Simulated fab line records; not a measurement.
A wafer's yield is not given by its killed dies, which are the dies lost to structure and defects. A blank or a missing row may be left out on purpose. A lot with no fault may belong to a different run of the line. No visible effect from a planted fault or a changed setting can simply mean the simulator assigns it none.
A single fault, viewed from 2 desks -- flow gf180mcu -- what lay behind the numbers comes last; until then each desk has only its own

TOOL OWNER'S DESK, rie-diel-04
The tool's own readings at GF_M5_ETCH_09 (etches Si3N4 in CF4/O2, target depth 52 nm, time 11.6 s): means of the sampled wafers that have a number, for each lot that ran on this tool. Marked OUT: a lot whose mean sits more than 4 standard deviations from the usual mean, which makes it out of limits; the brackets give that distance.
Columns: A = drypump-motor-current-A at GF_M5_ETCH_09, usual 5.76 A; B = oes-product-au at GF_M5_ETCH_09, usual 0.995 a.u.; C = rf-fwd-power-W at GF_M5_ETCH_09, usual 784 W; D = throttle-valve-pct at GF_M5_ETCH_09, usual 5.969 %
lot,first seen here,A,B,C,D
L106,day 26 13:32,6.13,1.006,780,5.974
L107,day 26 21:59,5.79,0.995,784,5.975
L111,day 28 08:59,5.96,0.900 (-9.7) OUT,656 (-30) OUT,5.942
L112,day 28 11:08,5.93,0.905 (-9.1) OUT,656 (-31) OUT,5.954
L122,day 31 03:23,5.80,0.997,786,5.969
L123,day 31 17:24,5.78,0.990,784,5.958
L127,day 32 13:20,5.94,0.997,784,5.971
Finding of this desk: L111, L112 out of limits; the first was L111 at day 28 08:59, on oes-product-au at GF_M5_ETCH_09. L106, L107, L122, L123, L127 stayed within limits.

THE METROLOGY DESK
Lot by lot, what the gauges showed, no matter which tool ran the lot: averages of those sampled wafers that carry a number. Marked OUT: a lot whose mean sits more than 4 standard deviations from the usual mean, which makes it out of limits; the brackets give that distance.
Columns: A = MIM_ALCU_THK at GF_MIM_THK_MEAS_11, usual 197.1 nm
lot,first seen here,A
L105,day 24 17:32,193.8
L106,day 24 20:05,199.4
L107,day 25 04:28,192.2
L111,day 26 17:23,196.3
L112,day 26 20:08,194.7
L118,day 28 18:38,195.1
L119,day 29 00:49,200.5
L121,day 29 13:24,201.5
L122,day 29 14:36,199.0
L123,day 30 05:47,199.6
L124,day 30 14:04,196.3
L126,day 31 01:40,196.8
L127,day 31 02:46,196.8
Result from this desk: across the 13 lots, nothing is out of limits.

TAKEN TOGETHER
An alarm could have come from the tool owner's desk at day 28 08:59, on L111, L112.
Nothing out of limits was seen by the metrology desk.
The metrology desk has L111, L112 on record, within its limits.
All the named lots went through GF_M5_ETCH_09 on rie-diel-04.

WHAT THE SIMULATOR HAD PUT IN
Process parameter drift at GF_M5_ETCH_09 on rie-diel-04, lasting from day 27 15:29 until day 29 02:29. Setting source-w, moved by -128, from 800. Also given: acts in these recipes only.
Shown lots that were struck: L111, L112.
Hours from the fault's start to each desk's first reading out of limits: the tool owner's desk, 18.
